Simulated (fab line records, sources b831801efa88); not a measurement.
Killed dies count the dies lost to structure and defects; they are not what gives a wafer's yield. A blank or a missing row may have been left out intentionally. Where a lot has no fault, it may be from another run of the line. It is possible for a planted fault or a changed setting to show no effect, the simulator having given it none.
Split-lot experiment + flow sfq line + 23 wafers read from 5 lots, route of 325 steps

## THE SPLIT
At SFQ_TRILAYER_I3_CMP_CMP_082 (polishes SiO2), the setting leave above ref nm was moved away from the recipe's 200 nm on 6 of the 23 wafers read, by -6.3% to +6.9%. The other wafers ran this setting at the recipe's value.

Between the split and the reading, the file records no step.

## THE READING
thk nm, in nm, at SFQ_TRILAYER_I3_METRO_MEASURE_083. Typical for fault-free wafers on this fab line: 199.7 nm, with standard deviation 1.6 nm.

| wafer  | tool, chamber at the split | leave above ref nm as run, nm | against the recipe | thk nm, nm | against lot-mates on the recipe |
|--------|----------------------------|-------------------------------|--------------------|------------|---------------------------------|
| L078.1 | cmp-01, 1                  | 200                           | recipe             | 201.5      | -                               |
| L078.2 | cmp-01, 3                  | 200                           | recipe             | 198.7      | -                               |
| L078.3 | cmp-01, 0                  | 200                           | recipe             | 200.2      | -                               |
| L078.4 | cmp-01, 2                  | 200                           | recipe             | 200.9      | -                               |
| L078.5 | cmp-01, 1                  | 200                           | recipe             | 200.2      | -                               |
| L079.1 | cmp-01, 3                  | 200                           | recipe             | 197.5      | -                               |
| L079.4 | cmp-01, 2                  | 200                           | recipe             | 200.3      | -                               |
| L079.5 | cmp-01, 0                  | 200                           | recipe             | 200.5      | -                               |
| L080.1 | cmp-02, 3                  | 187.4                         | -6.3%              | 188.6      | -9.0                            |
| L080.2 | cmp-02, 2                  | 187.4                         | -6.3%              | 188.9      | -8.7                            |
| L080.3 | cmp-02, 1                  | 200                           | recipe             | 197.3      | -                               |
| L080.5 | cmp-02, 0                  | 187.4                         | -6.3%              | 186.0      | -11.6                           |
| L080.6 | cmp-02, 1                  | 200                           | recipe             | 197.8      | -                               |
| L084.1 | cmp-02, 1                  | 213.7                         | +6.9%              | 211.4      | +11.3                           |
| L084.2 | cmp-02, 0                  | 213.7                         | +6.9%              | 210.9      | +10.8                           |
| L084.3 | cmp-02, 2                  | 213.7                         | +6.9%              | 213.5      | +13.4                           |
| L084.4 | cmp-02, 3                  | 200                           | recipe             | 200.3      | -                               |
| L084.5 | cmp-02, 2                  | 200                           | recipe             | 199.8      | -                               |
| L085.1 | cmp-02, 2                  | 200                           | recipe             | 202.1      | -                               |
| L085.2 | cmp-02, 0                  | 200                           | recipe             | 198.6      | -                               |
| L085.3 | cmp-02, 1                  | 200                           | recipe             | 197.3      | -                               |
| L085.4 | cmp-02, 3                  | 200                           | recipe             | 200.8      | -                               |
| L085.5 | cmp-02, 2                  | 200                           | recipe             | 202.0      | -                               |

FIT RESULTS
A straight line over all 23 wafers: thk nm changes by +1.83 nm for each +1% of leave above ref nm; r = +0.97; the points scatter about the line by 1.6 nm.
The same after taking each lot's own level away (the mean of its wafers on the recipe; 23 wafers): +1.65 nm for each +1%; r = +0.97; scatter 1.4 nm.
According to that fit, moving leave above ref nm by its largest amount changes the reading by 11 nm.
Measured against the standard deviation above, the lots' own levels, which go from 197.55 to 200.30 nm, span 1.7 times it.
Thus the slope moves with the lot-to-lot level: the two fits are different.
Check: +11.5 nm against its lot-mates is what the line predicts for one of the wafers moved furthest among these (+6.9%) when that wafer is left out of the fit. It came out at +11.3 nm against them.
Tool readings at the split's step, against how far the setting was moved: time to endpoint s r = -0.40.

## ADDITIONAL SPLITS CARRIED BY THESE WAFERS
Note: prior to the reading, these wafers also went through further splits. Each is held against what the fit with the lots' levels taken away leaves over:
| other split on the same wafers                      | wafers away from the commonest value | r with thk nm (lot level and that fit taken away) |
|-----------------------------------------------------|--------------------------------------|---------------------------------------------------|
| SFQ_TRILAYER_I1_VIA_BARC_OPEN_VIA_ETCH_071 source w | 5                                    | -0.12                                             |
| SFQ_TRILAYER_M2_DEP_SPUTTER_055 power w             | 7                                    | +0.14                                             |
| SFQ_TRILAYER_M2_LITHO_PEB_060 peb time s            | 8                                    | -0.24                                             |
| SFQ_TRILAYER_I2_DEP_PECVD_063 time s                | 9                                    | +0.09                                             |
| SFQ_TRILAYER_I2_VIA_LITHO_COAT_067 resist thk nm    | 5                                    | +0.18                                             |
| SFQ_TRILAYER_M3_LITHO_PEB_078 peb temp c            | 7                                    | -0.09                                             |
| SFQ_TRILAYER_I3_DEP_PECVD_081 time s                | 8                                    | +0.03                                             |

## THE WHOLE CHAIN: every reading that the file lists as answering this split, in the file's order
| step                                  | what it does                                          | reading                                                                                   | change (the file's fit)              | r (the file's) |
|---------------------------------------|-------------------------------------------------------|-------------------------------------------------------------------------------------------|--------------------------------------|----------------|
| SFQ_TRILAYER_I3_CMP_CMP_082           | polishes SiO2                                         | SiO2_of_TRILAYER_I3_DEP_PECVD_081.thk nm (the simulator's own value, which no gauge read) | +1.62 nm for each +1% of the setting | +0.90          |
| SFQ_TRILAYER_I3_METRO_MEASURE_083     |                                                       | thk nm                                                                                    | +1.64 nm for each +1% of the setting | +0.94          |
| SFQ_TRILAYER_I3_VIA_ETCH_VIA_ETCH_088 | etches SiO2 in CHF3, stops on Nb, target depth 260 nm | I3.feature depth nm (the simulator's own value, which no gauge read)                      | +1.63 nm for each +1% of the setting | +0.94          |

## FILE'S OWN FIT
thk nm changes by +1.64 nm for each +1% of leave above ref nm, r = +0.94.
